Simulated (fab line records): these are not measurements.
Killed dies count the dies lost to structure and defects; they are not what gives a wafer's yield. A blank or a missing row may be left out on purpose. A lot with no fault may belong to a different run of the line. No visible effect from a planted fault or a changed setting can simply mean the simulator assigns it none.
fab line records	flow sky130
record: lots: 13	wafers: 39	last_day: 50
route steps=708 shown POLY_CUT@315 SD_N@353 RES_XHIGH@360 LI_CONTACT@365 PAD_OPEN@708
lots that met no fault: taken from a fault-free run of the same line
start_h: the number of hours between the record's first day and the start of the first shown wafer of the lot	wait_h: time in hours since the lot's previous step	" repeats the value in the row above	L1.1+2: several wafers, shown together as one row	- value missing, or start not given	* or withheld: withheld	< > ~ a bound
route shown NAME@n: NAME is a module with steps in the file, n the number in the route of the first one	usual: mean/standard deviation taken from wafers without a fault	same: alike in all rows	chamber/n: place in a boat	sites: the reading at each site	_std_site: standard deviation of those values	_edge_site: inner sites' mean taken away from outer sites' mean	radius_mm: how far each site lies from the wafer's centre	mask NAME#n: copy n	behind: the tool/chamber that last shaped the wafer	hold: reason for holding the lot/hours on hold/outcome of the hold	device: the n, p or np transistor that did not switch	end of line: at the end of the route, the tests of the same wafers	step lacking rows: just its recipe	killed: not the wafer's yield, but the dies lost to structure and defects at the first sort	map: the dies of a wafer, with x for killed, . for not killed, _ for no die there
set.NAME: the setting as run; set.NAME@STEP: as run at that earlier step	model.NAME: the simulator's own value behind a step, which no gauge read
one table for each step of the route and one row for each wafer, over a sample of lots
services: when a tool's chamber went out of use (start_h, in hours from the record's first day, below 0 if earlier), for how many hours, and the reason
== steps ==
step: SKY_POLY_CUT_CD_MEAS_08
recipe: target_cd_nm: 270
usual: cd_nm: 270.2/1.5
lot.wafer	tool	chamber	start_h	wait_h	cd_nm
L724.3	cd_sem-01	-	558.52	-	268.7
L724.4	"	-	"	"	268.6
L724.5	"	-	"	"	268.0
L725.3	cd_sem-02	-	562.24	-	271.0
L725.5	"	-	"	"	270.3
L725.6	"	-	"	"	271.2
L726.2	cd_sem-01	-	567.69	-	269.1
L726.4	"	-	"	"	269.0
L726.5	"	-	"	"	269.4
L727.4	cd_sem-02	-	577.96	-	268.3
L727.5	"	-	"	"	268.7
L727.6	"	-	"	"	269.3
L731.2	cd_sem-02	-	617.30	-	269.7
L731.3	"	-	"	"	270.6
L731.6	"	-	"	"	269.9
L732.3	cd_sem-02	-	626.51	-	272.2
L732.5	"	-	"	"	273.9
L732.6	"	-	"	"	271.8
L733.1	cd_sem-01	-	636.62	-	268.9
L733.4	"	-	"	"	268.5
L733.6	"	-	"	"	268.4
L735.1	cd_sem-01	-	654.63	-	269.4
L735.2	"	-	"	"	270.3
L735.6	"	-	"	"	271.7
L737.1	cd_sem-01	-	667.70	-	271.1
L737.2	"	-	"	"	268.7
L737.6	"	-	"	"	269.7
L738.1	cd_sem-02	-	675.29	-	271.3
L738.5	"	-	"	"	269.6
L738.6	"	-	"	"	271.2
L744.2	cd_sem-02	-	726.22	-	267.6
L744.3	"	-	"	"	267.7
L744.5	"	-	"	"	267.3
L745.2	cd_sem-02	-	728.26	-	272.5
L745.5	"	-	"	"	272.7
L745.6	"	-	"	"	271.2
L747.2	cd_sem-02	-	746.12	-	271.2
L747.3	"	-	"	"	270.8
L747.6	"	-	"	"	270.2
step: SKY_SD_N_STRIP_11
recipe: chemistry: O2/N2	power_w: 1400	pressure_mtorr: 1500	platen_temp_c: withheld	o2_flow_sccm: 3000	n2_flow_sccm: 300	overash_fraction: 0.5
usual: drypump_motor_current_A: 5.6/0.31	oes_product_au: 0.527/0.0045	strip_time_to_endpoint_s: 22.56/0.046
same: overash_fraction: 0.5
lot.wafer	tool	chamber	start_h	wait_h	drypump_motor_current_A	oes_product_au	rf_hours_counter_h	strip_time_to_endpoint_s
L724.3	plasma_asher-02	0	646.00	0.1	5.3	0.528	-	22.56
L724.4	"	1	"	"	5.4	0.532	-	22.56
L724.5	"	0	"	"	5.3	0.528	-	22.56
L725.3	plasma_asher-04	0	649.32	0.1	5.7	0.527	-	22.55
L725.5	"	0	"	"	5.7	0.525	-	22.61
L725.6	"	1	"	"	6.1	0.527	-	22.57
L726.2	plasma_asher-04	1	655.39	0.1	6.1	0.526	98	22.51
L726.4	"	1	"	"	6.1	0.532	-	22.52
L726.5	"	0	"	"	5.7	0.532	-	22.51
L727.4	plasma_asher-03	1	665.60	0.1	5.3	0.527	-	22.54
L727.5	"	0	"	"	5.9	0.529	-	22.49
L727.6	"	1	"	"	5.3	0.528	-	22.50
L731.2	plasma_asher-03	0	703.16	0.1	5.9	0.525	54	22.61
L731.3	"	0	"	"	5.9	0.526	-	22.62
L731.6	"	0	"	"	5.9	0.520	-	22.61
L732.3	plasma_asher-04	0	713.94	0.1	5.7	0.528	-	22.55
L732.5	"	0	"	"	5.7	0.532	-	22.54
L732.6	"	1	"	"	6.2	0.531	-	22.58
L733.1	plasma_asher-03	0	720.81	0.1	5.9	0.526	56	22.52
L733.4	"	1	"	"	5.3	0.523	-	22.59
L733.6	"	1	"	"	5.3	0.528	-	22.58
L735.1	plasma_asher-02	1	739.77	0.1	5.4	0.530	29	22.60
L735.2	"	0	"	"	5.3	0.525	29	22.55
L735.6	"	0	"	"	5.3	0.529	-	22.57
L737.1	plasma_asher-04	0	751.87	0.1	5.7	0.530	1	22.61
L737.2	"	1	"	"	6.1	0.529	1	22.59
L737.6	"	1	"	"	6.1	0.530	-	22.62
L738.1	plasma_asher-03	1	759.14	0.1	5.2	0.498	59	-
L738.5	"	0	"	"	5.8	0.507	-	-
L738.6	"	1	"	"	5.2	0.507	-	-
L744.2	plasma_asher-02	0	806.19	0.1	5.3	0.524	35	22.57
L744.3	"	0	"	"	5.3	0.523	-	22.59
L744.5	"	1	"	"	5.4	0.532	-	22.61
L745.2	plasma_asher-02	1	808.19	0.1	5.4	0.522	35	22.52
L745.5	"	1	"	"	5.4	0.528	-	22.60
L745.6	"	0	"	"	5.3	0.536	-	22.59
L747.2	plasma_asher-03	0	825.67	0.1	5.9	0.527	66	22.52
L747.3	"	0	"	"	5.9	0.526	-	22.52
L747.6	"	1	"	"	5.3	0.524	-	22.52
step: SKY_SD_N_RS_MEAS_18
recipe: thk_meas_gauge: four-point-probe
usual: RES_XHIGH_RS: 333.1/1.1
lot.wafer	tool	chamber	start_h	wait_h	RES_XHIGH_RS[ohm/sq]
L724.3	film_metro-04	-	646.63	0.1	332.4
L724.4	"	-	"	"	334.2
L724.5	"	-	"	"	333.3
L725.3	film_metro-04	-	649.96	0.1	333.5
L725.5	"	-	"	"	334.1
L725.6	"	-	"	"	333.2
L726.2	film_metro-04	-	656.04	0.1	331.9
L726.4	"	-	"	"	333.8
L726.5	"	-	"	"	331.6
L727.4	film_metro-04	-	666.25	0.1	332.3
L727.5	"	-	"	"	332.0
L727.6	"	-	"	"	331.9
L731.2	film_metro-01	-	703.80	0.1	333.5
L731.3	"	-	"	"	332.2
L731.6	"	-	"	"	333.6
L732.3	film_metro-03	-	714.57	0.1	333.0
L732.5	"	-	"	"	332.7
L732.6	"	-	"	"	332.9
L733.1	film_metro-03	-	721.43	0.1	333.0
L733.4	"	-	"	"	331.9
L733.6	"	-	"	"	332.8
L735.1	film_metro-01	-	740.39	0.1	333.6
L735.2	"	-	"	"	334.6
L735.6	"	-	"	"	334.6
L737.1	film_metro-04	-	752.49	0.1	332.9
L737.2	"	-	"	"	332.1
L737.6	"	-	"	"	333.1
L738.1	film_metro-03	-	759.76	0.1	330.5
L738.5	"	-	"	"	330.5
L738.6	"	-	"	"	333.1
L744.2	film_metro-04	-	806.83	0.1	331.5
L744.3	"	-	"	"	332.7
L744.5	"	-	"	"	333.1
L745.2	film_metro-01	-	808.84	0.1	332.9
L745.5	"	-	"	"	334.4
L745.6	"	-	"	"	335.5
L747.2	film_metro-04	-	826.31	0.1	333.8
L747.3	"	-	"	"	333.9
L747.6	"	-	"	"	333.5
step: SKY_LI_CONTACT_BOW_MEAS_03
recipe: mode: bow
usual: LI_CONTACT_BOW: 56/6.4
lot.wafer	tool	chamber	start_h	wait_h	LI_CONTACT_BOW[um]
L724.3	film_metro-03	-	647.23	0.2	53
L724.4	"	-	"	"	52
L724.5	"	-	"	"	43
L725.3	film_metro-01	-	650.56	0.2	64
L725.5	"	-	"	"	67
L725.6	"	-	"	"	63
L726.2	film_metro-03	-	656.64	0.2	54
L726.4	"	-	"	"	42
L726.5	"	-	"	"	54
L727.4	film_metro-04	-	666.85	0.2	60
L727.5	"	-	"	"	63
L727.6	"	-	"	"	60
L731.2	film_metro-01	-	704.40	0.1	60
L731.3	"	-	"	"	42
L731.6	"	-	"	"	52
L732.3	film_metro-01	-	715.17	0.3	44
L732.5	"	-	"	"	61
L732.6	"	-	"	"	50
L733.1	film_metro-04	-	722.03	0.1	49
L733.4	"	-	"	"	50
L733.6	"	-	"	"	58
L735.1	film_metro-03	-	741.05	0.1	57
L735.2	"	-	"	"	57
L735.6	"	-	"	"	59
L737.1	film_metro-04	-	753.09	0.2	54
L737.2	"	-	"	"	58
L737.6	"	-	"	"	65
L738.1	film_metro-03	-	760.36	0.1	46
L738.5	"	-	"	"	57
L738.6	"	-	"	"	45
L744.2	film_metro-04	-	807.43	0.2	67
L744.3	"	-	"	"	56
L744.5	"	-	"	"	50
L745.2	film_metro-03	-	809.49	0.1	50
L745.5	"	-	"	"	58
L745.6	"	-	"	"	63
L747.2	film_metro-04	-	826.98	0.2	52
L747.3	"	-	"	"	53
L747.6	"	-	"	"	52
step: SKY_PAD_OPEN_PROBE_99
usual: killed_at_M0_to_M3: 43/6.3	killed_at_M4_up: 3.1/1.9	killed_at_contacts: 24/5.1	killed_at_front_end: 14/4.3	killed_at_other: 0.3/0.53	killed_dies: 85/8.8	killed_on_rim: 17/3.9	killed_open: 46/7.1	killed_short: 38/5.9
same: gross_dies: 492	killed_at_back_side: 0
lot.wafer	tool	chamber	start_h	wait_h	hold	killed_at_M0_to_M3	killed_at_M4_up	killed_at_contacts	killed_at_front_end	killed_at_other	killed_dies	killed_on_rim	killed_open	killed_short
L724.3	prober-01	-	1073.93	0.2	-	39	1	22	10	1	73	15	40	33
L724.4	prober-01	-	1073.98	0.2	-	46	2	26	18	0	92	19	54	38
L724.5	prober-01	-	1074.03	0.2	-	47	4	23	9	0	83	16	56	25
L725.3	prober-02	-	1078.88	0.2	-	47	5	20	13	0	85	26	51	34
L725.5	prober-02	-	1078.98	0.2	-	32	4	26	14	0	76	22	42	34
L725.6	prober-02	-	1079.03	0.2	-	38	3	24	12	1	78	11	37	41
L726.2	prober-01	-	1082.82	0.1	-	49	3	20	14	0	86	14	52	34
L726.4	prober-01	-	1082.92	0.2	-	45	6	18	13	0	82	15	47	35
L726.5	prober-01	-	1082.97	0.2	-	40	7	25	12	0	84	17	45	39
L727.4	prober-02	-	1087.70	0.2	-	46	4	27	14	1	92	21	51	40
L727.5	prober-02	-	1087.75	0.2	-	38	5	23	19	0	85	21	44	41
L727.6	prober-02	-	1087.80	0.2	-	42	4	20	9	1	76	14	35	40
L731.2	prober-02	-	1118.52	0.1	-	43	4	26	9	0	82	14	47	35
L731.3	prober-02	-	1118.57	0.2	-	49	4	33	14	0	100	22	60	40
L731.6	prober-02	-	1118.72	0.2	-	55	3	14	16	0	88	19	50	38
L732.3	prober-01	-	1124.88	0.2	-	43	1	22	15	1	82	17	43	39
L732.5	prober-01	-	1124.98	0.2	-	39	5	23	7	0	74	15	48	26
L732.6	prober-01	-	1125.03	0.2	-	46	1	31	18	0	96	14	58	38
L733.1	prober-02	-	1127.54	0.1	-	53	4	26	10	0	93	20	52	41
L733.4	prober-02	-	1127.69	0.2	-	49	3	13	15	0	80	21	47	32
L733.6	prober-02	-	1127.79	0.2	-	40	3	32	19	1	95	28	45	49
L735.1	prober-02	-	1143.33	0.1	-	47	5	21	23	0	96	19	48	48
L735.2	prober-02	-	1143.38	0.1	-	46	5	25	18	1	95	16	53	42
L735.6	prober-02	-	1143.58	0.2	-	44	4	20	18	0	86	17	44	42
L737.1	prober-02	-	1148.38	0.1	-	48	2	24	11	0	85	19	45	38
L737.2	prober-02	-	1148.43	0.1	-	42	1	27	8	0	78	17	30	47
L737.6	prober-02	-	1148.63	0.2	-	36	5	22	19	0	82	20	55	27
L738.1	prober-01	-	1157.00	0.1	await_dispo/4.4h/scrap	40	1	25	426	0	492	96	44	39
L738.5	prober-01	-	1157.20	0.2	await_dispo/4.4h/scrap	33	2	30	426	1	492	96	45	33
L738.6	prober-01	-	1157.25	0.2	await_dispo/4.4h/scrap	38	4	23	427	0	492	96	40	41
L744.2	prober-01	-	1186.45	0.1	-	28	10	23	14	0	75	12	35	39
L744.3	prober-01	-	1186.50	0.2	-	51	2	25	17	0	95	10	54	40
L744.5	prober-01	-	1186.60	0.2	-	55	3	24	14	1	97	19	52	44
L745.2	prober-02	-	1187.95	0.1	-	37	3	28	5	1	74	18	39	34
L745.5	prober-02	-	1188.10	0.2	-	45	1	32	18	1	97	13	47	50
L745.6	prober-02	-	1188.15	0.2	-	43	1	38	8	0	90	23	46	43
L747.2	prober-01	-	1198.67	0.1	-	50	2	21	10	0	83	18	49	34
L747.3	prober-01	-	1198.72	0.2	-	39	2	22	17	0	80	16	46	34
L747.6	prober-01	-	1198.87	0.2	-	46	4	24	17	0	91	24	51	40
killed by level:class
L724.3 VIA1:geometric_particle:open=10 CONTACT:geometric_particle:open=7 LI_CONTACT:geometric_particle:open=6 VIA2:geometric_particle:open=6 FIELD_ISO:geometric_particle:short=5 METAL3:geometric_particle:short=5 METAL1:geometric_particle:short=5 CONTACT:geometric_particle:short=4
L724.4 VIA2:geometric_particle:open=9 CONTACT:geometric_particle:open=8 VIA1:geometric_particle:open=8 VIA3:geometric_particle:open=8 LI_CONTACT:geometric_particle:open=7 FIELD_ISO:geometric_particle:open=6 CONTACT:geometric_particle:short=6 METAL1:geometric_particle:short=5
L724.5 VIA1:geometric_particle:open=16 CONTACT:geometric_particle:open=12 VIA3:geometric_particle:open=8 VIA2:geometric_particle:open=5 FIELD_ISO:geometric_particle:open=4 LI_CONTACT:geometric_particle:open=4 METAL1:geometric_particle:short=4 VIA1:geometric_particle:short=4
L725.3 VIA1:geometric_particle:open=13 VIA3:geometric_particle:open=10 LI_CONTACT:geometric_particle:open=8 METAL2:geometric_particle:short=5 CONTACT:geometric_particle:open=5 VIA3:geometric_particle:short=5 FIELD_ISO:geometric_particle:short=4 POLY_GATE:geometric_particle:open=4
L725.5 CONTACT:geometric_particle:open=9 VIA1:geometric_particle:open=9 LI_CONTACT:geometric_particle:open=7 VIA2:geometric_particle:open=5 METAL2:geometric_particle:short=5 FIELD_ISO:geometric_particle:short=4 FIELD_ISO:geometric_particle:open=4 LI_CONTACT:geometric_particle:short=3
L725.6 VIA1:geometric_particle:open=13 CONTACT:geometric_particle:open=7 CONTACT:geometric_particle:short=7 LI_CONTACT:geometric_particle:open=6 POLY_GATE:geometric_particle:short=5 METAL2:geometric_particle:short=5 FIELD_ISO:geometric_particle:short=4 VIA2:geometric_particle:short=4
L726.2 VIA1:geometric_particle:open=12 CONTACT:geometric_particle:open=10 VIA3:geometric_particle:open=7 VIA1:geometric_particle:short=5 VIA2:geometric_particle:open=5 METAL1:geometric_particle:short=5 VIA3:geometric_particle:short=5 FIELD_ISO:geometric_particle:open=4
L726.4 VIA1:geometric_particle:open=12 VIA3:geometric_particle:open=8 CONTACT:geometric_particle:open=6 VIA2:geometric_particle:open=6 METAL3:geometric_particle:short=6 METAL4:geometric_particle:short=5 POLY_GATE:geometric_particle:short=4 LI_CONTACT:geometric_particle:open=4
L726.5 LI_CONTACT:geometric_particle:open=13 VIA1:geometric_particle:open=7 VIA2:geometric_particle:open=7 VIA3:geometric_particle:open=7 CONTACT:geometric_particle:open=6 METAL4:geometric_particle:short=6 CONTACT:geometric_particle:short=5 METAL3:geometric_particle:short=5
L727.4 VIA1:geometric_particle:open=13 CONTACT:geometric_particle:open=10 LOCAL_INTERCONNECT:geometric_particle:short=7 FIELD_ISO:geometric_particle:short=6 LI_CONTACT:geometric_particle:open=6 VIA3:geometric_particle:open=6 VIA1:geometric_particle:short=5 METAL1:geometric_particle:short=5
L727.5 LI_CONTACT:geometric_particle:open=9 VIA3:geometric_particle:open=9 VIA1:geometric_particle:open=8 POLY_GATE:geometric_particle:short=6 METAL1:geometric_particle:short=6 CONTACT:geometric_particle:open=5 VIA2:geometric_particle:open=4 VIA3:geometric_particle:short=4
L727.6 LI_CONTACT:geometric_particle:open=9 METAL1:geometric_particle:short=7 VIA3:geometric_particle:open=6 VIA1:geometric_particle:open=5 VIA2:geometric_particle:short=5 VIA2:geometric_particle:open=5 CONTACT:geometric_particle:short=4 METAL2:geometric_particle:short=4
L731.2 CONTACT:geometric_particle:short=8 VIA1:geometric_particle:open=7 VIA2:geometric_particle:open=7 VIA3:geometric_particle:open=7 LI_CONTACT:geometric_particle:open=6 CONTACT:geometric_particle:open=6 LOCAL_INTERCONNECT:geometric_particle:short=5 VIA1:geometric_particle:short=5
L731.3 CONTACT:geometric_particle:open=12 VIA1:geometric_particle:open=11 VIA2:geometric_particle:open=10 LI_CONTACT:geometric_particle:open=8 VIA1:geometric_particle:short=7 LOCAL_INTERCONNECT:geometric_particle:short=6 METAL2:geometric_particle:short=6 VIA3:geometric_particle:open=4
L731.6 VIA1:geometric_particle:open=19 VIA1:geometric_particle:short=8 METAL1:geometric_particle:short=8 METAL2:geometric_particle:short=7 FIELD_ISO:geometric_particle:open=6 VIA2:geometric_particle:open=6 LI_CONTACT:geometric_particle:open=5 CONTACT:geometric_particle:open=4
L732.3 VIA1:geometric_particle:open=11 CONTACT:geometric_particle:open=8 METAL1:geometric_particle:short=7 VIA3:geometric_particle:open=7 POLY_GATE:geometric_particle:short=6 LI_CONTACT:geometric_particle:open=6 POLY_GATE:geometric_particle:open=5 LI_CONTACT:geometric_particle:short=5
L732.5 VIA1:geometric_particle:open=12 CONTACT:geometric_particle:open=9 CONTACT:geometric_particle:short=7 VIA2:geometric_particle:open=6 VIA3:geometric_particle:open=6 LI_CONTACT:geometric_particle:open=5 METAL2:geometric_particle:short=5 METAL4:geometric_particle:short=4
L732.6 CONTACT:geometric_particle:open=16 VIA3:geometric_particle:open=8 POLY_GATE:geometric_particle:open=7 VIA1:geometric_particle:open=7 VIA2:geometric_particle:open=7 CONTACT:geometric_particle:short=6 METAL1:geometric_particle:short=6 LI_CONTACT:geometric_particle:open=5
L733.1 VIA1:geometric_particle:open=13 CONTACT:geometric_particle:open=11 METAL1:geometric_particle:short=9 METAL2:geometric_particle:short=9 VIA2:geometric_particle:open=8 FIELD_ISO:geometric_particle:open=5 LOCAL_INTERCONNECT:geometric_particle:short=5 LI_CONTACT:geometric_particle:open=5
L733.4 VIA1:geometric_particle:open=13 VIA1:geometric_particle:short=8 CONTACT:geometric_particle:open=8 VIA2:geometric_particle:open=6 METAL1:geometric_particle:short=6 FIELD_ISO:geometric_particle:open=5 VIA2:geometric_particle:short=5 POLY_GATE:geometric_particle:short=4
L733.6 LI_CONTACT:geometric_particle:open=10 CONTACT:geometric_particle:open=10 METAL1:geometric_particle:short=10 VIA1:geometric_particle:open=8 POLY_GATE:geometric_particle:short=6 VIA3:geometric_particle:open=6 LOCAL_INTERCONNECT:geometric_particle:short=6 FIELD_ISO:geometric_particle:short=5
L735.1 FIELD_ISO:geometric_particle:short=10 VIA1:geometric_particle:open=9 VIA2:geometric_particle:open=8 CONTACT:geometric_particle:open=8 VIA3:geometric_particle:open=7 METAL1:geometric_particle:short=5 LOCAL_INTERCONNECT:geometric_particle:short=5 FIELD_ISO:geometric_particle:open=4
L735.2 CONTACT:geometric_particle:open=11 METAL2:geometric_particle:short=8 VIA3:geometric_particle:open=8 VIA1:geometric_particle:short=7 VIA1:geometric_particle:open=7 LI_CONTACT:geometric_particle:open=6 VIA2:geometric_particle:open=6 CONTACT:geometric_particle:short=5
L735.6 VIA1:geometric_particle:open=7 CONTACT:geometric_particle:open=7 VIA3:geometric_particle:open=7 LI_CONTACT:geometric_particle:open=6 METAL2:geometric_particle:short=6 VIA1:geometric_particle:short=5 SPACER:geometric_particle:short=5 VIA3:geometric_particle:short=5
L737.1 CONTACT:geometric_particle:open=12 VIA1:geometric_particle:open=9 VIA1:geometric_particle:short=7 METAL1:geometric_particle:short=6 METAL2:geometric_particle:short=6 VIA2:geometric_particle:open=6 LI_CONTACT:geometric_particle:open=5 FIELD_ISO:geometric_particle:open=4
L737.2 LI_CONTACT:geometric_particle:open=8 METAL2:geometric_particle:short=8 CONTACT:geometric_particle:open=7 VIA1:geometric_particle:open=7 VIA1:geometric_particle:short=6 METAL1:geometric_particle:short=6 LI_CONTACT:geometric_particle:short=5 LOCAL_INTERCONNECT:geometric_particle:short=4
L737.6 VIA1:geometric_particle:open=12 CONTACT:geometric_particle:open=11 VIA2:geometric_particle:open=7 FIELD_ISO:geometric_particle:open=6 LI_CONTACT:geometric_particle:open=6 METAL2:geometric_particle:short=5 POLY_GATE:geometric_particle:short=4 POLY_GATE:geometric_particle:open=4
L738.1 SD_N:area_rta=409 VIA1:geometric_particle:open=12 CONTACT:geometric_particle:short=9 FIELD_ISO:geometric_particle:open=7 CONTACT:geometric_particle:open=7 VIA2:geometric_particle:open=6 FIELD_ISO:geometric_particle:short=5 VIA3:geometric_particle:short=4
L738.5 SD_N:area_rta=414 LI_CONTACT:geometric_particle:open=12 CONTACT:geometric_particle:open=8 VIA1:geometric_particle:open=7 METAL2:geometric_particle:short=5 LOCAL_INTERCONNECT:geometric_particle:short=4 CONTACT:geometric_particle:short=4 METAL1:geometric_particle:short=4
L738.6 SD_N:area_rta=411 VIA3:geometric_particle:open=8 CONTACT:geometric_particle:open=5 LI_CONTACT:geometric_particle:open=5 VIA1:geometric_particle:short=5 METAL2:geometric_particle:short=5 VIA2:geometric_particle:open=5 POLY_GATE:geometric_particle:short=4
L744.2 CONTACT:geometric_particle:open=12 METAL4:geometric_particle:short=8 VIA1:geometric_particle:short=6 POLY_GATE:geometric_particle:open=4 CONTACT:geometric_particle:short=4 VIA1:geometric_particle:open=4 VIA2:geometric_particle:open=4 VIA3:geometric_particle:short=4
L744.3 METAL1:geometric_particle:short=11 LI_CONTACT:geometric_particle:open=11 CONTACT:geometric_particle:open=10 VIA1:geometric_particle:open=9 VIA2:geometric_particle:open=6 FIELD_ISO:geometric_particle:short=5 VIA3:geometric_particle:open=5 VIA3:geometric_particle:short=5
L744.5 VIA1:geometric_particle:open=10 VIA3:geometric_particle:open=9 VIA1:geometric_particle:short=9 LI_CONTACT:geometric_particle:open=7 VIA2:geometric_particle:open=7 FIELD_ISO:geometric_particle:open=6 CONTACT:geometric_particle:short=5 METAL1:geometric_particle:short=5
L745.2 CONTACT:geometric_particle:open=10 CONTACT:geometric_particle:short=9 VIA3:geometric_particle:open=7 VIA2:geometric_particle:open=6 LI_CONTACT:geometric_particle:open=5 VIA1:geometric_particle:short=5 VIA1:geometric_particle:open=5 METAL1:geometric_particle:short=3
L745.5 CONTACT:geometric_particle:open=11 VIA3:geometric_particle:open=8 VIA1:geometric_particle:open=8 CONTACT:geometric_particle:short=8 VIA1:geometric_particle:short=8 FIELD_ISO:geometric_particle:short=6 LI_CONTACT:geometric_particle:open=6 VIA2:geometric_particle:open=6
L745.6 CONTACT:geometric_particle:open=12 LI_CONTACT:geometric_particle:open=11 VIA1:geometric_particle:open=10 METAL2:geometric_particle:short=9 LOCAL_INTERCONNECT:geometric_particle:short=6 VIA2:geometric_particle:open=5 LI_CONTACT:geometric_particle:short=4 CONTACT:geometric_particle:short=4
L747.2 VIA2:geometric_particle:open=10 VIA3:geometric_particle:open=10 VIA1:geometric_particle:open=9 CONTACT:geometric_particle:open=9 VIA2:geometric_particle:short=6 LI_CONTACT:geometric_particle:short=4 METAL2:geometric_particle:short=4 FIELD_ISO:geometric_particle:open=3
L747.3 VIA1:geometric_particle:open=7 CONTACT:geometric_particle:open=7 VIA3:geometric_particle:open=7 VIA2:geometric_particle:open=7 LI_CONTACT:geometric_particle:open=5 METAL2:geometric_particle:short=5 CONTACT:geometric_particle:short=5 FIELD_ISO:geometric_particle:short=4
L747.6 VIA3:geometric_particle:open=13 LI_CONTACT:geometric_particle:open=7 CONTACT:geometric_particle:open=7 VIA2:geometric_particle:open=7 VIA1:geometric_particle:open=6 METAL1:geometric_particle:short=6 LOCAL_INTERCONNECT:geometric_particle:short=5 FIELD_ISO:geometric_particle:open=4
== services ==
tool	chamber	start_h	hours	kind
plasma_asher-02	-	636.59	2.8	pm
plasma_asher-02	-	660.41	3.5	repair
plasma_asher-02	-	680.58	15.6	pm
plasma_asher-03	-	730.35	4.8	repair
plasma_asher-04	-	733.75	9.0	pm
plasma_asher-04	0	733.75	9.0	vent_cycle
plasma_asher-04	1	733.75	9.0	vent_cycle
plasma_asher-04	0	742.75	-	clean
plasma_asher-04	1	742.75	-	clean
plasma_asher-02	-	755.70	4.7	repair
plasma_asher-04	-	796.34	5.1	repair
== key ==
first_sign: step: SKY_SD_N_STRIP_11	reading: oes_product_au	direction: down	sigmas: 5.1	usual: 0.527	struck: 0.504
effect: step: SKY_PAD_OPEN_PROBE_99	reading: killed_at_front_end	direction: up	sigmas: 96	usual: 14	struck: 426
more_kills_born_at: SKY_SD_N_RTA_14@rtp_anneal-02: 1234
met_at SKY_SD_N_STRIP_11
struck_lots L738
tester_left_out L738
not_acting_at SKY_POLY_CUT_CD_MEAS_08,SKY_SD_N_RS_MEAS_18,SKY_LI_CONTACT_BOW_MEAS_03
onset_between 720.81 759.14
fault: kind: strip_aborted	tool: plasma_asher-03	chamber: -	onset_h: 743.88	steps: SKY_SD_N_STRIP_11	offset: 0.57053	end_h: 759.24
tester_left_out: of these lots the tester's yield and bins aren't shown, on N5 and GAA mostly nor the transistor test; their killed dies are dies lost to structure and defects alone, not to doping, threshold or leakage, so they don't give the yield
